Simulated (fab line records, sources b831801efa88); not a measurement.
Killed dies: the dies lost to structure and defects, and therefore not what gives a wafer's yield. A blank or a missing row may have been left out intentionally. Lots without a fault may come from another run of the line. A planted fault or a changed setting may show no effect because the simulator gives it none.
fab line records	flow gf180mcu
record: lots: 6	wafers: 18	lastDay: 34
route steps=602 shown V4@499 MIM@503
lots untouched by any fault: they come from a run of this same line in which no faults occurred
startH: the number of hours between the record's first day and the start of the first shown wafer of the lot	waitH: time in hours since the lot's previous step	" repeats the value in the row above	L1.1+2: one row covering several wafers at once	- value missing, or start not given	* or withheld: withheld	< > ~ a bound
route shown NAME@n: NAME is a module with steps in the file, n the number in the route of the first one	usual: the fault-free wafers' mean and standard deviation	same: alike in all rows	chamber/n: place in a boat	sites: per-site readings	_std_site: standard deviation of those values	_edge_site: inner sites' mean taken away from outer sites' mean	radiusMm: how far each site lies from the wafer's centre	mask NAME#n: copy n	behind: tool/chamber where the wafer was last shaped	hold: why the lot was held/for how many hours/how that ended	device: which transistor (n, p or np) failed to switch	end of line: tests of these same wafers at the route's end	a step with no rows: only its recipe	killed: not the wafer's yield, but the dies lost to structure and defects at the first sort	map: a wafer's dies, marking killed ones x, the rest . and places with no die _
set.NAME: the setting as run; set.NAME@STEP: as run at that earlier step	model.NAME: the simulator's own value behind a step, which no gauge read
certain route steps with their lots: each step a table, each wafer a row
services: from which hour (startH, from the record's first day; less than 0 if before it) a tool's chamber was out of use, for how many hours, and why
== steps ==
step: GF_V4_CVD_23
recipe: material: W	targetThkNm: 350	timeS: 104.9	tempC: 400	pressureTorr: 40
step: GF_V4_RS_MEAS_24
recipe: thkMeasGauge: four-point-probe	reads: W_of_V4_CVD_23+TiN_of_V4_SPUTTER_22+Ti_of_V4_SPUTTER_21
usual: V4_W_RS: 0.325/0.0072
lot.wafer	tool	chamber	startH	waitH	V4_W_RS[ohm/sq]
L224.1	filmMetro-03	-	622.36	0.1	0.327
L224.5	"	-	"	"	0.331
L224.6	"	-	"	"	0.334
L225.1	filmMetro-04	-	634.45	0.1	0.323
L225.3	"	-	"	"	0.320
L225.5	"	-	"	"	0.319
L226.1	filmMetro-01	-	642.76	0.1	0.323
L226.3	"	-	"	"	0.318
L226.4	"	-	"	"	0.323
L233.2	filmMetro-03	-	693.90	0.1	0.331
L233.5	"	-	"	"	0.330
L233.6	"	-	"	"	0.331
L234.3	filmMetro-04	-	697.16	0.1	0.334
L234.4	"	-	"	"	0.328
L234.6	"	-	"	"	0.332
L238.2	filmMetro-04	-	730.33	0.1	0.332
L238.4	"	-	"	"	0.335
L238.6	"	-	"	"	0.331
step: GF_V4_THK_MEAS_25
recipe: thkMeasGauge: xrf	reads: W_of_V4_CVD_23
usual: V4_W_THK: 360/8.9
lot.wafer	tool	chamber	startH	waitH	V4_W_THK[nm]
L224.1	filmMetro-03	-	622.48	0.1	362
L224.5	"	-	"	"	357
L224.6	"	-	"	"	354
L225.1	filmMetro-04	-	634.57	0.1	362
L225.3	"	-	"	"	363
L225.5	"	-	"	"	365
L226.1	filmMetro-01	-	642.88	0.1	359
L226.3	"	-	"	"	366
L226.4	"	-	"	"	357
L233.2	filmMetro-03	-	694.01	0.1	360
L233.5	"	-	"	"	359
L233.6	"	-	"	"	357
L234.3	filmMetro-04	-	697.26	0.1	344
L234.4	"	-	"	"	350
L234.6	"	-	"	"	349
L238.2	filmMetro-04	-	730.44	0.1	351
L238.4	"	-	"	"	346
L238.6	"	-	"	"	353
step: GF_V4_CMP_26
recipe: stopOn: SiO2	downForcePsi: 3.5	platenRpm: 60	tOverpolishS: 15	targetThkNm: 0	padVelocityMS: 0.94248
step: GF_MIM_SPUTTER_00
recipe: material: Ti	targetThkNm: 37.5	arrivingIonEnergyEv: 80	substrateTempC: 200	chamberPressurePa: 2	powerW: 4000	timeS: 150
step: GF_MIM_SPUTTER_01
recipe: material: TiN	targetThkNm: 30	powerW: 6500	timeS: 25	chamberPressurePa: 0.4
usual: cathodeDcPowerW: 6500.1/1.1	chamberPressurePa: 0.3999/0.00084	throttleValvePct: 30.0/0.78
lot.wafer	tool	chamber	startH	waitH	cathodeDcPowerW	chamberPressurePa	throttleValvePct
L224.1	pvdSputter-04	-	622.94	0.1	6498.8	0.4004	30.4
L224.5	"	-	"	"	6498.2	0.3995	30.4
L224.6	"	-	"	"	6500.6	0.4002	30.6
L225.1	pvdSputter-03	-	635.03	0.1	6500.8	0.3992	29.5
L225.3	"	-	"	"	6500.9	0.3992	30.7
L225.5	"	-	"	"	6499.0	0.3996	29.4
L226.1	pvdSputter-04	-	643.34	0.1	6500.3	0.4000	30.7
L226.3	"	-	"	"	6499.8	0.3994	30.4
L226.4	"	-	"	"	6500.4	0.3987	28.9
L233.2	pvdSputter-04	-	694.47	0.1	6498.3	0.3992	30.2
L233.5	"	-	"	"	6497.1	0.3995	30.2
L233.6	"	-	"	"	6497.9	0.3995	31.1
L234.3	pvdSputter-03	-	697.70	0.1	6499.2	0.4000	29.4
L234.4	"	-	"	"	6500.5	0.3993	29.6
L234.6	"	-	"	"	6500.3	0.4008	30.8
L238.2	pvdSputter-01	-	731.17	0.1	6501.7	0.3997	28.3
L238.4	"	-	"	"	6500.3	0.4009	30.3
L238.6	"	-	"	"	6500.3	0.3980	29.5
step: GF_MIM_SPUTTER_02
recipe: material: AlCu	targetThkNm: 450	powerW: 10600	timeS: 23.9	chamberPressurePa: 0.4
step: GF_MIM_SPUTTER_03
recipe: material: Ti	targetThkNm: 10	substrateTempC: 300	chamberPressurePa: 0.3	powerW: 3000	timeS: 6.7
step: GF_MIM_SPUTTER_04
recipe: material: TiN	targetThkNm: 50	powerW: 6500	timeS: 41.7	chamberPressurePa: 0.4
usual: cathodeDcPowerW: 6499.9/1.1	chamberPressurePa: 0.4000/0.00079	throttleValvePct: 30.0/0.78
lot.wafer	tool	chamber	startH	waitH	cathodeDcPowerW	chamberPressurePa	throttleValvePct
L224.1	pvdSputter-04	-	623.02	0.0	6500.2	0.3997	30.6
L224.5	"	-	"	"	6498.8	0.4021	30.2
L224.6	"	-	"	"	6499.3	0.3995	30.4
L225.1	pvdSputter-03	-	635.11	0.0	6499.3	0.3997	29.5
L225.3	"	-	"	"	6498.9	0.4000	30.7
L225.5	"	-	"	"	6501.5	0.4002	29.7
L226.1	pvdSputter-04	-	643.42	0.0	6501.0	0.4007	30.9
L226.3	"	-	"	"	6499.4	0.4007	30.6
L226.4	"	-	"	"	6498.9	0.3999	29.3
L233.2	pvdSputter-04	-	694.55	0.0	6500.2	0.3996	30.3
L233.5	"	-	"	"	6499.6	0.3993	30.1
L233.6	"	-	"	"	6499.3	0.3990	30.9
L234.3	pvdSputter-03	-	697.78	0.0	6499.4	0.3992	29.7
L234.4	"	-	"	"	6502.0	0.4019	29.7
L234.6	"	-	"	"	6499.3	0.3985	31.3
L238.2	pvdSputter-01	-	731.26	0.0	6498.7	0.4011	28.3
L238.4	"	-	"	"	6499.0	0.4003	30.4
L238.6	"	-	"	"	6501.1	0.3995	29.8
step: GF_MIM_CVD_05
recipe: material: Si3N4	targetThkNm: 42	tempMaxC: 400	tempC: 385	timeS: 29.086	rfW: 450
usual: heaterPowerW: 631/69
lot.wafer	tool	chamber	startH	waitH	heaterPowerW
L224.1	pecvd-04	0	623.06	0.0	718
L224.5	"	2	"	"	575
L224.6	"	1	"	"	590
L225.1	pecvd-03	0	635.15	0.0	571
L225.3	"	2	"	"	649
L225.5	"	2	"	"	621
L226.1	pecvd-03	0	643.46	0.0	548
L226.3	"	2	"	"	580
L226.4	"	0	"	"	568
L233.2	pecvd-01	1	694.59	0.0	615
L233.5	"	2	"	"	751
L233.6	"	0	"	"	676
L234.3	pecvd-01	0	697.82	0.0	578
L234.4	"	2	"	"	722
L234.6	"	1	"	"	633
L238.2	pecvd-03	0	731.30	0.0	553
L238.4	"	1	"	"	694
L238.6	"	0	"	"	534
step: GF_MIM_THK_MEAS_06
recipe: reads: Si3N4_of_MIM_CVD_05
usual: MIM_CVD_05_THK: 41.9/0.67
lot.wafer	tool	chamber	startH	waitH	MIM_CVD_05_THK[nm]
L224.1	filmMetro-02	-	623.09	0.0	40.9
L224.5	"	-	"	"	41.5
L224.6	"	-	"	"	41.2
L225.1	filmMetro-02	-	635.18	0.0	41.8
L225.3	"	-	"	"	41.6
L225.5	"	-	"	"	42.1
L226.1	filmMetro-02	-	643.50	0.0	41.4
L226.3	"	-	"	"	41.2
L226.4	"	-	"	"	42.1
L233.2	filmMetro-01	-	694.63	0.0	42.0
L233.5	"	-	"	"	42.2
L233.6	"	-	"	"	42.8
L234.3	filmMetro-02	-	697.87	0.0	42.2
L234.4	"	-	"	"	42.4
L234.6	"	-	"	"	42.7
L238.2	filmMetro-01	-	731.34	0.0	42.0
L238.4	"	-	"	"	41.9
L238.6	"	-	"	"	43.6
step: GF_MIM_SPUTTER_07
recipe: material: TiN	targetThkNm: 60	powerW: 6500	timeS: 50	chamberPressurePa: 0.4
usual: cathodeDcPowerW: 6500.0/1.1	chamberPressurePa: 0.4000/0.00081	throttleValvePct: 30.2/0.75
lot.wafer	tool	chamber	startH	waitH	cathodeDcPowerW	chamberPressurePa	throttleValvePct
L224.1	pvdSputter-01	-	623.15	0.1	6500.6	0.4000	31.0
L224.5	"	-	"	"	6500.1	0.4000	29.4
L224.6	"	-	"	"	6500.7	0.4000	30.2
L225.1	pvdSputter-01	-	635.24	0.1	6501.8	0.4002	31.3
L225.3	"	-	"	"	6498.3	0.4002	30.3
L225.5	"	-	"	"	6499.8	0.3990	29.9
L226.1	pvdSputter-01	-	643.56	0.1	6500.4	0.3986	30.2
L226.3	"	-	"	"	6499.4	0.3997	28.2
L226.4	"	-	"	"	6499.9	0.3997	29.6
L233.2	pvdSputter-03	-	694.68	0.0	6500.5	0.4009	29.8
L233.5	"	-	"	"	6500.1	0.3997	30.7
L233.6	"	-	"	"	6498.6	0.3999	30.7
L234.3	pvdSputter-04	-	697.91	0.0	6499.1	0.4004	30.7
L234.4	"	-	"	"	6499.8	0.4012	29.1
L234.6	"	-	"	"	6500.0	0.4012	30.7
L238.2	pvdSputter-04	-	731.39	0.0	6500.1	0.4003	29.1
L238.4	"	-	"	"	6500.5	0.4005	30.8
L238.6	"	-	"	"	6501.9	0.4003	30.4
step: GF_MIM_SPUTTER_08
recipe: material: AlCu	targetThkNm: 200	powerW: 10600	timeS: 10.6	chamberPressurePa: 0.4
usual: cathodeDcPowerW: 10600/1.8	chamberPressurePa: 0.4000/0.00081	throttleValvePct: 30.2/0.75
lot.wafer	tool	chamber	startH	waitH	cathodeDcPowerW	chamberPressurePa	throttleValvePct
L224.1	pvdSputter-01	-	623.20	0.0	-	-	-
L224.5	"	-	"	"	-	-	-
L224.6	"	-	"	"	-	-	-
L225.1	pvdSputter-01	-	635.29	0.0	-	-	-
L225.3	"	-	"	"	-	-	-
L225.5	"	-	"	"	-	-	-
L226.1	pvdSputter-01	-	643.60	0.0	10600	0.4005	30.1
L226.3	"	-	"	"	10600	0.3989	28.5
L226.4	"	-	"	"	10597	0.4000	29.6
L233.2	pvdSputter-03	-	694.73	0.0	10600	0.4009	29.6
L233.5	"	-	"	"	10601	0.4008	30.5
L233.6	"	-	"	"	10600	0.4011	30.8
L234.3	pvdSputter-04	-	697.96	0.0	10600	0.3998	30.6
L234.4	"	-	"	"	10599	0.3993	29.1
L234.6	"	-	"	"	10597	0.3996	30.6
L238.2	pvdSputter-04	-	731.43	0.0	10595	0.3993	28.9
L238.4	"	-	"	"	10599	0.4002	30.8
L238.6	"	-	"	"	10601	0.4001	30.2
step: GF_MIM_SPUTTER_09
recipe: material: TiN	targetThkNm: 35	powerW: 6500	timeS: 29.2	chamberPressurePa: 0.4
usual: cathodeDcPowerW: 6500.0/1.3	chamberPressurePa: 0.4000/0.00074	throttleValvePct: 30.1/0.79
lot.wafer	tool	chamber	startH	waitH	cathodeDcPowerW	chamberPressurePa	throttleValvePct
L224.1	pvdSputter-01	-	623.23	0.0	6501.1	0.4011	31.2
L224.5	"	-	"	"	6501.7	0.3997	29.6
L224.6	"	-	"	"	6501.4	0.3992	30.2
L225.1	pvdSputter-01	-	635.31	0.0	6500.8	0.4000	31.4
L225.3	"	-	"	"	6497.7	0.4000	30.2
L225.5	"	-	"	"	6499.1	0.3992	30.1
L226.1	pvdSputter-01	-	643.62	0.0	6498.1	0.4011	30.1
L226.3	"	-	"	"	6499.6	0.4010	28.1
L226.4	"	-	"	"	6497.8	0.4000	29.7
L233.2	pvdSputter-03	-	694.75	0.0	6499.6	0.4008	29.3
L233.5	"	-	"	"	6499.8	0.3995	30.6
L233.6	"	-	"	"	6499.5	0.4000	31.1
L234.3	pvdSputter-04	-	697.98	0.0	6499.4	0.3996	30.4
L234.4	"	-	"	"	6500.8	0.3997	29.1
L234.6	"	-	"	"	6501.1	0.4001	30.8
L238.2	pvdSputter-04	-	731.46	0.0	6500.0	0.3995	29.1
L238.4	"	-	"	"	6501.0	0.3998	30.8
L238.6	"	-	"	"	6500.8	0.3995	30.1
step: GF_MIM_RS_MEAS_10
recipe: thkMeasGauge: four-point-probe	reads: TiN_of_MIM_SPUTTER_09+AlCu_of_MIM_SPUTTER_08+TiN_of_MIM_SPUTTER_07
usual: MIM_ALCU_RS: 0.1595/0.0019
lot.wafer	tool	chamber	startH	waitH	MIM_ALCU_RS[ohm/sq]
L224.1	filmMetro-04	-	623.27	0.0	9.2299
L224.5	"	-	"	"	9.3408
L224.6	"	-	"	"	9.3644
L225.1	filmMetro-01	-	635.34	0.0	9.2437
L225.3	"	-	"	"	9.3521
L225.5	"	-	"	"	9.3381
L226.1	filmMetro-04	-	643.66	0.0	0.1609
L226.3	"	-	"	"	0.1625
L226.4	"	-	"	"	0.1602
L233.2	filmMetro-02	-	694.80	0.0	0.1572
L233.5	"	-	"	"	0.1542
L233.6	"	-	"	"	0.1569
L234.3	filmMetro-04	-	698.05	0.1	0.1621
L234.4	"	-	"	"	0.1605
L234.6	"	-	"	"	0.1619
L238.2	filmMetro-01	-	731.51	0.0	0.1600
L238.4	"	-	"	"	0.1625
L238.6	"	-	"	"	0.1573
step: GF_MIM_THK_MEAS_11
recipe: thkMeasGauge: xrf	reads: AlCu_of_MIM_SPUTTER_08
usual: MIM_ALCU_THK: 204.3/2.8
lot.wafer	tool	chamber	startH	waitH	MIM_ALCU_THK[nm]
L224.1	filmMetro-04	-	623.39	0.1	<0.3
L224.5	"	-	"	"	<0.3
L224.6	"	-	"	"	<0.3
L225.1	filmMetro-01	-	635.46	0.1	<0.4
L225.3	"	-	"	"	<0.4
L225.5	"	-	"	"	<0.4
L226.1	filmMetro-04	-	643.78	0.1	201.4
L226.3	"	-	"	"	201.3
L226.4	"	-	"	"	204.2
L233.2	filmMetro-02	-	694.91	0.1	207.3
L233.5	"	-	"	"	212.8
L233.6	"	-	"	"	208.7
L234.3	filmMetro-04	-	698.15	0.1	201.1
L234.4	"	-	"	"	202.8
L234.6	"	-	"	"	201.9
L238.2	filmMetro-01	-	731.62	0.1	202.4
L238.4	"	-	"	"	200.8
L238.6	"	-	"	"	206.8
step: GF_MIM_DEHYDRATE_12
recipe: tempC: 200	timeS: 60
step: GF_MIM_HMDS_13
recipe: primeTimeS: 60	primeTempC: 120
step: GF_MIM_COAT_14
recipe: resist: NOVOLAK	spinRpm: 3000	resistThkNm: 1000
step: GF_MIM_SOFTBAKE_15
recipe: tempC: 90	timeS: 60	resist: NOVOLAK
step: GF_MIM_EXPOSE_16
recipe: maskId: FuseTop	targetCdNm: 2000	na: 0.6	sourceShape: conventional	sigmaOuter: 0.6	doseMj: 140
step: GF_MIM_PEB_17
recipe: tempC: withheld	timeS: *	resist: NOVOLAK
step: GF_MIM_DEVELOP_18
recipe: developTimeS: 60	devTempC: 23
step: GF_MIM_METAL_ETCH_19
recipe: chemistry: Cl2/BCl3	maskMaterial: NOVOLAK	stopOn: Si3N4	targetDepthNm: 324.5	pressureMtorr: 8	icpW: 800	biasW: 140	Cl2_flow_sccm: 80	bcl3FlowSccm: 40	timeS: 54.1
usual: drypumpMotorCurrentA: 5.7/0.33	oesProductAu: 0.943/0.0058	throttleValvePct: 28.282/0.01
lot.wafer	tool	chamber	startH	waitH	drypumpMotorCurrentA	oesProductAu	rfHoursCounterH	throttleValvePct
L224.1	rieMetal-03	1	643.72	0.1	5.7	0.992	1	28.238
L224.5	"	1	"	"	5.7	0.983	-	28.218
L224.6	"	0	"	"	5.7	1.001	-	28.231
L225.1	rieMetal-01	1	654.77	0.1	5.0	0.993	3	28.227
L225.3	"	1	"	"	5.0	0.989	-	28.235
L225.5	"	1	"	"	5.0	0.999	-	28.227
L226.1	rieMetal-03	1	662.07	0.1	5.7	0.937	2	28.280
L226.3	"	1	"	"	5.6	0.938	-	28.284
L226.4	"	0	"	"	5.6	0.937	-	28.280
L233.2	rieMetal-04	1	712.77	0.1	5.8	0.948	10	28.279
L233.5	"	0	"	"	5.7	0.942	-	28.267
L233.6	"	1	"	"	5.8	0.935	-	28.280
L234.3	rieMetal-04	0	715.44	0.1	5.7	0.933	-	28.297
L234.4	"	1	"	"	5.8	0.947	-	28.269
L234.6	"	1	"	"	5.8	0.938	-	28.285
L238.2	rieMetal-04	0	747.62	0.1	5.7	0.937	5	28.291
L238.4	"	1	"	"	5.8	0.935	-	28.294
L238.6	"	0	"	"	5.7	0.943	-	28.292
step: GF_MIM_STRIP_20
recipe: chemistry: O2/N2	powerW: 1400	pressureMtorr: 1500	platenTempC: 250	o2FlowSccm: 3000	n2FlowSccm: 300	overashFraction: 0.5
== services ==
tool	chamber	startH	hours	kind
pecvd-03	-	603.10	0.7	repair
rieMetal-03	-	608.94	0.2	repair
rieMetal-01	-	616.04	1.4	pm
pvdSputter-01	2	622.46	-	consumableReplace:kit
pvdSputter-01	2	622.46	18.0	scheduledDown
pvdSputter-01	2	622.46	18.0	ventCycle
rieMetal-01	0	624.43	4.0	repair
pecvd-04	-	625.62	28.1	pm
pvdSputter-04	3	645.40	-	consumableReplace:kit
pvdSputter-04	3	645.40	18.0	scheduledDown
pvdSputter-04	3	645.40	18.0	ventCycle
rieMetal-04	-	646.98	28.1	pm
pvdSputter-03	2	650.65	-	consumableReplace:kit
pecvd-01	-	670.27	0.9	repair
pecvd-01	-	702.05	0.5	repair
pecvd-03	1	709.09	2.0	repair
pvdSputter-04	-	713.02	7.0	repair
rieMetal-03	-	724.21	0.2	repair
pvdSputter-03	-	725.57	0.7	repair
pvdSputter-01	1	730.16	-	consumableReplace:kit
pvdSputter-01	1	730.16	18.0	scheduledDown
pvdSputter-01	1	730.16	18.0	ventCycle
pecvd-01	0	732.72	53.6	repair
rieMetal-01	-	737.97	0.1	repair
== key ==
firstSign: step: GF_MIM_SPUTTER_08	reading: toolRecord	direction: missing
effect: step: GF_MIM_RS_MEAS_10	reading: MIM_ALCU_RS	direction: up	sigmas: 99+	usual: 0.1595	struck: 9.3115
effect: step: GF_MIM_THK_MEAS_11	reading: MIM_ALCU_THK	direction: down	sigmas: 72	usual: 204.3	struck: <0.4
effect: step: GF_MIM_METAL_ETCH_19	reading: oesProductAu	direction: up	sigmas: 8.6	usual: 0.943	struck: 0.993
metAt GF_MIM_SPUTTER_08
struckWafers L224.1,L224.5,L224.6,L225.1,L225.3,L225.5
laterRowsLeftOut L224.1,L224.5,L224.6,L225.1,L225.3,L225.5
sortLeftOut L224.1,L224.5,L224.6,L225.1,L225.3,L225.5
fault: kind: skippedStepWhole	tool: pvdSputter-01	chamber: -	onsetH: 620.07	steps: GF_MIM_SPUTTER_08	scope: struckLotsOnly
sortLeftOut: the simulated sort isn't trusted on such a fault, so these wafers' sort isn't shown, and their yield isn't known
laterRowsLeftOut: the simulator's readings of these wafers behind a module that went badly wrong aren't trusted and aren't shown, but for the sort
